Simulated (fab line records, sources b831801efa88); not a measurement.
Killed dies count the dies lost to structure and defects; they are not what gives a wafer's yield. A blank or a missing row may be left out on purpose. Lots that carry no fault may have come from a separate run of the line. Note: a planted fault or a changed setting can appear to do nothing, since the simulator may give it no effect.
Which tool was responsible?    flow sky130    Sampling: 12 lots, 36 wafers, 4 of 708 route steps

== WHAT THE GAUGES READ, wafer by wafer ==
SKY_VT_ADJUST_HVTP_TW_MEAS_11. Usual: for VT_ADJUST_HVTP_TW the level is 1361 and the standard deviation is 7.9.
lot   measured      on            VT_ADJUST_HVTP_TW  flag
L163  day 5 21:57   filmMetro-02  1353 1355 1356     
L165  day 7 10:46   filmMetro-02  1359 1354 1361     
L166  day 7 11:03   filmMetro-03  1365 1367 1364     
L168  day 7 23:09   filmMetro-01  1369 1378 1372     
L170  day 8 04:26   filmMetro-02  1358 1357 1355     
L172  day 8 09:42   filmMetro-03  1363 1366 1368     
L173  day 8 19:12   filmMetro-02  1353 1351 1361     
L175  day 9 08:55   filmMetro-02  1347 1350 1348     
L182  day 11 19:10  filmMetro-01  1372 1373 1370     
L183  day 11 21:11  filmMetro-03  1361 1361 1361     
L184  day 11 21:27  filmMetro-01  1362 1374 1370     
L186  day 12 08:40  filmMetro-01  1365 1371 1370     

SKY_VT_ADJUST_LVTN_TW_MEAS_21. Usual: for VT_ADJUST_LVTN_2_TW the level is 189.3 and the standard deviation is 1.3.
lot   measured      on            VT_ADJUST_LVTN_2_TW  flag
L163  day 7 11:53   filmMetro-01  190.4 189.5 189.8    
L165  day 9 03:08   filmMetro-04  190.4 190.9 190.3    
L166  day 9 03:19   filmMetro-01  188.9 188.5 189.5    
L168  day 9 17:04   filmMetro-04  188.4 190.8 189.1    
L170  day 9 23:10   filmMetro-02  186.7 186.5 186.5    
L172  day 10 05:20  filmMetro-04  191.3 190.0 190.8    
L173  day 10 15:43  filmMetro-04  192.3 190.2 190.0    
L175  day 11 05:59  filmMetro-04  190.4 190.0 190.8    
L182  day 13 21:52  filmMetro-02  187.2 187.1 188.1    
L183  day 13 23:20  filmMetro-04  221.0 222.4 221.9    OFF
L184  day 13 23:46  filmMetro-01  221.6 222.8 221.0    OFF
L186  day 14 11:50  filmMetro-04  190.9 191.8 191.2    

SKY_VT_ADJUST_HVTR_CD_MEAS_07 targets a cd of 380 nm. Usual: 380.1 nm for cdNm, sd 2.8.
lot   measured      on        cdNm (nm)          flag
L163  day 9 04:53   cdSem-01  383.5 381.2 379.8  
L165  day 10 22:16  cdSem-02  380.9 379.4 382.8  
L166  day 11 00:24  cdSem-01  381.0 380.3 379.7  
L168  day 11 14:35  cdSem-02  376.5 380.2 375.5  
L170  day 11 21:16  cdSem-01  381.5 380.5 377.6  
L172  day 12 03:38  cdSem-02  383.2 380.4 385.9  
L173  day 12 14:44  cdSem-01  378.8 380.7 379.5  
L175  day 13 07:15  cdSem-02  377.2 377.9 377.1  
L182  day 16 02:45  cdSem-01  385.1 379.0 380.2  
L183  day 16 05:16  cdSem-01  375.6 376.8 376.6  
L184  day 16 05:24  cdSem-01  375.6 373.9 372.7  
L186  day 16 17:08  cdSem-01  377.5 377.9 378.6  

== TOOL THAT RAN EACH LOT (tool first, then ch and the chambers of the sampled wafers, then the start) ==
lot   SKY_VT_ADJUST_LVTN_IMPLANT_19
L163  implanter-02 ch 0, day 7 11:38
L165  implanter-01 ch 0, day 9 02:54
L166  implanter-02 ch 0, day 9 03:04
L168  implanter-01 ch 0, day 9 16:49
L170  implanter-04 ch 0, day 9 22:55
L172  implanter-02 ch 0, day 10 05:05
L173  implanter-02 ch 0, day 10 15:28
L175  implanter-01 ch 0, day 11 05:45
L182  implanter-02 ch 0, day 13 21:38
L183  implanter-01 ch 0, day 13 23:05
L184  implanter-01 ch 0, day 13 23:31
L186  implanter-02 ch 0, day 14 11:36
- SKY_VT_ADJUST_LVTN_IMPLANT_19

== WHAT THE TOOLS THEMSELVES READ (means of the sampled wafers that have a number; where no wafer has one, the mark that the record gives instead) ==
SKY_VT_ADJUST_LVTN_IMPLANT_19. Usual: beamOnS 10.01 s, standard deviation 0.19; doseIonsCm2 6.501e+11, standard deviation 8.1e+08; faradayCurrentUA 3.66, standard deviation 0.07.
lot   tool          beamOnS (s)  doseIonsCm2  faradayCurrentUA  flag
L163  implanter-02  9.95         6.499e+11    3.68              
L165  implanter-01  9.91         6.498e+11    3.70              
L166  implanter-02  9.99         6.513e+11    3.68              
L168  implanter-01  10.06        6.494e+11    3.65              
L170  implanter-04  10.03        6.500e+11    3.65              
L172  implanter-02  10.00        6.497e+11    3.67              
L173  implanter-02  10.10        6.497e+11    3.63              
L175  implanter-01  10.03        6.499e+11    3.65              
L182  implanter-02  10.14        6.502e+11    3.61              
L183  implanter-01  10.00        1.127e+12    6.35              OFF
L184  implanter-01  10.17        1.128e+12    6.28              OFF
L186  implanter-02  10.05        6.493e+11    3.64              

== THE ANSWER, worked out from the rows above alone ==
Rule: lot off if the mean of its wafers having a number is beyond 3 standard deviations from the usual mean. Also off: a lot with no number at a reading for which 4 or more lots have one. All remaining lots with rows at the step are treated as sound. Order of review: gauges by route order, followed by the tools' own readings, for which a lot's mean as printed above is used. The first step at which some lot is off is used, and at that step the reading that is off furthest; a lot without a number counts as furthest.
Off: L183, L184, seen at SKY_VT_ADJUST_LVTN_TW_MEAS_21 (VT_ADJUST_LVTN_2_TW).
A tool fits if, at a process step before that reading, it ran every lot that is off, and no sound lot after the first of them. The gauges at SKY_VT_ADJUST_LVTN_TW_MEAS_21 aren't tried: what is off there is off at SKY_VT_ADJUST_LVTN_IMPLANT_19 too, on other tools, and a gauge's error can't cause that. One fits: SKY_VT_ADJUST_LVTN_IMPLANT_19 on implanter-01. A fault onset in the window from L175 (day 11 05:45, its last sound lot) to L183 (day 13 23:05, its first lot off) fits.
The tool's own readings at SKY_VT_ADJUST_LVTN_IMPLANT_19 bear it out: on the lots that are off they differ by more than 5 times the standard deviation of the sound lots' means. doseIonsCm2 reads 1.128e+12 there against 6.499e+11 on the sound lots; faradayCurrentUA reads 6.31 there against 3.66 on the sound lots.

== WHAT THE SIMULATOR HAD PUT IN ==
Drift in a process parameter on implanter-01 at SKY_VT_ADJUST_LVTN_IMPLANT_19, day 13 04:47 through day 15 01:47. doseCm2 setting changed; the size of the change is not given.
Struck lots among those shown: L183, L184. This agrees with what the rule above found.
